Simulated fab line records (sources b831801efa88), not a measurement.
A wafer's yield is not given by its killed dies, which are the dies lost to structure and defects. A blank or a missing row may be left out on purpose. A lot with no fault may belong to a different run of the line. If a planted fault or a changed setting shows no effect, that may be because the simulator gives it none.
Matching of chambers | flow sky130 | 4 sister chambers for SKY_POLY_GATE_ETCH_16 on rie diel-02
The step etches Si3N4 in CH3F/O2, stops on poly-Si, time 147.5 s, target depth 75 nm. 4 wafers are shown with their chamber, then 8 later ones without.

## WAFERS WITH THEIR CHAMBER
wafer  | chamber | drypump motor current A (A)
L747.3 | 2       | 6.1
L751.1 | 3       | 5.6
L751.4 | 0       | 6.2
L752.2 | 1       | 5.2

## WAFERS WITHOUT THEIR CHAMBER
wafer  | drypump motor current A (A)
L752.3 | 6.1
L752.4 | 5.6
L754.1 | 6.2
L754.3 | 5.2
L754.6 | 6.2
L764.2 | 6.2
L764.3 | 6.1
L764.4 | 5.7

## WHICH CHAMBER EACH ONE RAN IN
wafer  | from the rows above | in truth
L752.3 | 2                   | 2
L752.4 | 3                   | 3
L754.1 | 0                   | 0
L754.3 | 1                   | 1
L754.6 | 0                   | 0
L764.2 | 0                   | 0
L764.3 | 2                   | 2
L764.4 | 3                   | 3
8 of 8 placed correctly. Not placeable from these rows: 0. Number placed wrongly: 0.
How it was worked out, from the rows above alone: a wafer's distance from a chamber is the root of the sum, over the readings, of the square of ((its reading less the chamber's mean) divided by the reading's scatter). The wafer belongs to the nearest chamber; if the next one is less than 2 further off, it can't be placed. The mean given for a chamber averages the wafers shown for that chamber. The scatter (one wafer shown for each chamber): square how far every hidden wafer sits from the nearest shown wafer, average those squares and take the square root.
